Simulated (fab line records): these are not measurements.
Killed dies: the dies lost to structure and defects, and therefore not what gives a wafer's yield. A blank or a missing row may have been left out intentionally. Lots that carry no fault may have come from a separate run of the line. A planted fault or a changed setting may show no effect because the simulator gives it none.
What tool caused it? | flow gf180mcu | Sampling: 14 lots, 42 wafers, 5 of 602 route steps

## WHAT THE GAUGES READ, wafer by wafer
GF_MVSD_OVL_MEAS_07.
lot  | measured     | on         | MVSD_OVL (nm)
L209 | day 4 07:37  | overlay-01 | -2.9 -2.5 -2.7
L210 | day 4 12:52  | overlay-01 | 0.5 -1.9 0.1
L211 | day 5 03:58  | overlay-01 | 1.2 2.0 1.6
L212 | day 5 11:19  | overlay-02 | -0.8 -0.2 -1.0
L217 | day 6 11:28  | overlay-01 | 2.6 1.9 1.8
L218 | day 6 14:00  | overlay-02 | -0.2 -1.1 -0.2
L219 | day 6 19:50  | overlay-02 | -0.7 0.9 1.1
L221 | day 7 07:13  | overlay-02 | -1.6 -0.7 0.7
L225 | day 8 07:01  | overlay-01 | -0.4 -1.1 -1.6
L226 | day 8 13:40  | overlay-01 | 0.1 -0.1 -0.7
L227 | day 8 20:36  | overlay-01 | 0.6 -0.2 -0.4
L230 | day 9 12:58  | overlay-02 | 1.5 0.5 0.4
L231 | day 9 16:58  | overlay-02 | -1.1 -1.7 -3.2
L232 | day 10 03:24 | overlay-02 | -1.4 -1.3 0.8

GF_VT_IMPLANT_TW_MEAS_21.
lot  | measured     | on           | VT_IMPLANT_2_TW
L209 | day 6 03:43  | filmMetro-04 | 1222 1214 1222
L210 | day 6 09:46  | filmMetro-03 | 1226 1224 1219
L211 | day 7 03:15  | filmMetro-03 | 1226 1236 1229
L212 | day 7 10:20  | filmMetro-02 | 1206 1197 1205
L217 | day 8 13:40  | filmMetro-02 | 1214 1212 1202
L218 | day 8 14:30  | filmMetro-02 | 1207 1208 1210
L219 | day 8 22:28  | filmMetro-03 | 1217 1216 1216
L221 | day 9 08:47  | filmMetro-04 | 1222 1222 1222
L225 | day 10 10:25 | filmMetro-03 | 1226 1222 1223
L226 | day 11 03:06 | filmMetro-02 | 1218 1207 1215
L227 | day 11 03:51 | filmMetro-02 | 1212 1216 1218
L230 | day 11 20:57 | filmMetro-03 | 1223 1218 1214
L231 | day 12 00:15 | filmMetro-04 | 1219 1222 1218
L232 | day 12 10:44 | filmMetro-03 | 1218 1217 1215

GF_VT_IMPLANT_OVL_MEAS_29.
lot  | measured     | on         | VT_IMPLANT_02_OVL (nm)
L209 | day 6 19:16  | overlay-02 | 1.7 2.1 1.7
L210 | day 7 00:58  | overlay-02 | 1.6 0.5 0.3
L211 | day 7 19:04  | overlay-01 | -1.3 -1.9 0.1
L212 | day 8 02:21  | overlay-01 | -0.6 -0.8 -0.8
L217 | day 9 06:22  | overlay-01 | 1.9 1.6 1.3
L218 | day 9 07:00  | overlay-02 | 1.1 1.9 1.6
L219 | day 9 16:01  | overlay-01 | -0.3 1.2 0.1
L221 | day 10 01:39 | overlay-01 | -1.2 0.6 0.1
L225 | day 11 04:34 | overlay-02 | - - -
L226 | day 11 21:49 | overlay-01 | - - -
L227 | day 11 22:51 | overlay-01 | - - -
L230 | day 12 14:55 | overlay-02 | -1.0 0.5 0.4
L231 | day 12 19:03 | overlay-01 | 2.0 1.6 1.2
L232 | day 13 06:42 | overlay-01 | 3.3 2.2 1.5

GF_VT_IMPLANT_TW_MEAS_32.
lot  | measured     | on           | VT_IMPLANT_3_TW
L209 | day 6 19:34  | filmMetro-03 | 270.7 271.7 271.6
L210 | day 7 01:16  | filmMetro-02 | 267.1 266.2 264.9
L211 | day 7 19:21  | filmMetro-03 | 272.6 272.7 272.2
L212 | day 8 02:38  | filmMetro-02 | 267.1 267.0 268.4
L217 | day 9 06:40  | filmMetro-04 | 270.4 270.1 271.3
L218 | day 9 07:17  | filmMetro-02 | 268.7 269.7 268.1
L219 | day 9 16:19  | filmMetro-03 | 270.7 270.4 271.3
L221 | day 10 01:56 | filmMetro-02 | 268.2 268.5 267.8
L225 | day 11 04:52 | filmMetro-02 | 267.9 268.4 267.8
L226 | day 11 22:07 | filmMetro-04 | 271.3 271.4 271.1
L227 | day 11 23:08 | filmMetro-03 | 270.6 271.4 270.6
L230 | day 12 15:13 | filmMetro-03 | 268.5 269.0 270.7
L231 | day 12 19:20 | filmMetro-02 | 266.0 266.5 265.3
L232 | day 13 06:59 | filmMetro-03 | 270.0 269.9 270.1

## EACH LOT AND THE TOOL THAT RAN IT (in order: tool; ch and the chambers of the sampled wafers; start)
lot  | GF_VT_IMPLANT_COAT_24
L209 | lithoTrack-03 ch 0, day 6 11:23
L210 | lithoTrack-04 ch 0, day 6 17:00
L211 | lithoTrack-01 ch 0, day 7 10:49
L212 | lithoTrack-01 ch 0, day 7 18:01
L217 | lithoTrack-03 ch 0, day 8 21:44
L218 | lithoTrack-01 ch 0, day 8 22:36
L219 | lithoTrack-01 ch 0, day 9 06:42
L221 | lithoTrack-01 ch 0, day 9 16:51
L225 | lithoTrack-04, day 10 19:42
L226 | lithoTrack-03, day 11 12:02
L227 | lithoTrack-03, day 11 12:55
L230 | lithoTrack-03 ch 0, day 12 05:23
L231 | lithoTrack-04 ch 0, day 12 09:33
L232 | lithoTrack-04 ch 0, day 12 20:27
- GF_VT_IMPLANT_COAT_24: resist thk 1000 nm.

## WHAT THE TOOLS THEMSELVES READ (means of the sampled wafers that have a number; where no wafer has one, the mark that the record gives instead)
GF_VT_IMPLANT_COAT_24.
lot  | tool          | chillPlateTempC (C) | dispensePressureKPa (kPa)
L209 | lithoTrack-03 | 23.04               | 45
L210 | lithoTrack-04 | 23.11               | 47
L211 | lithoTrack-01 | 23.10               | 52
L212 | lithoTrack-01 | 23.05               | 52
L217 | lithoTrack-03 | 22.95               | 45
L218 | lithoTrack-01 | 22.90               | 52
L219 | lithoTrack-01 | 23.03               | 52
L221 | lithoTrack-01 | 22.94               | 52
L225 | lithoTrack-04 | -                   | -
L226 | lithoTrack-03 | -                   | -
L227 | lithoTrack-03 | -                   | -
L230 | lithoTrack-03 | 23.09               | 45
L231 | lithoTrack-04 | 23.10               | 47
L232 | lithoTrack-04 | 23.13               | 47

## THE ANSWER, worked out from the rows above alone
Rule: the usual values come from the lots themselves. The widest of any qualifying gaps counts: lots, ordered by their means at a reading, are off when they make up no more than a third of the lots, leave a main group of 4 or more, and stand apart from it by 3 or more times the standard deviation of that group's means. Not used: any main group whose means are identical at the precision the tables above print for the reading. A lot without any number at a reading at which 4 lots or more have one is off too. Any other lot the step has rows for is counted as sound. First the gauges in route order, then the tools' own readings, where a lot's mean is used as printed above. The first step at which some lot is off is used, and at that step the reading that is off furthest; a lot without a number counts as furthest.
Off: at GF_VT_IMPLANT_OVL_MEAS_29 (VT_IMPLANT_02_OVL), L225, L226, L227. Without a number there: L225, L226, L227. The main group has a mean of 0.7 nm with a standard deviation of 1.1.
If a tool, at a process step before that reading, ran all the lots that are off and no sound lot after the first of them, it fits. The gauges at GF_VT_IMPLANT_OVL_MEAS_29 aren't tried: what is off there is off at GF_VT_IMPLANT_COAT_24 too, on other tools, and a gauge's error can't cause that. None of those tried fits.

## WHAT THE SIMULATOR HAD PUT IN
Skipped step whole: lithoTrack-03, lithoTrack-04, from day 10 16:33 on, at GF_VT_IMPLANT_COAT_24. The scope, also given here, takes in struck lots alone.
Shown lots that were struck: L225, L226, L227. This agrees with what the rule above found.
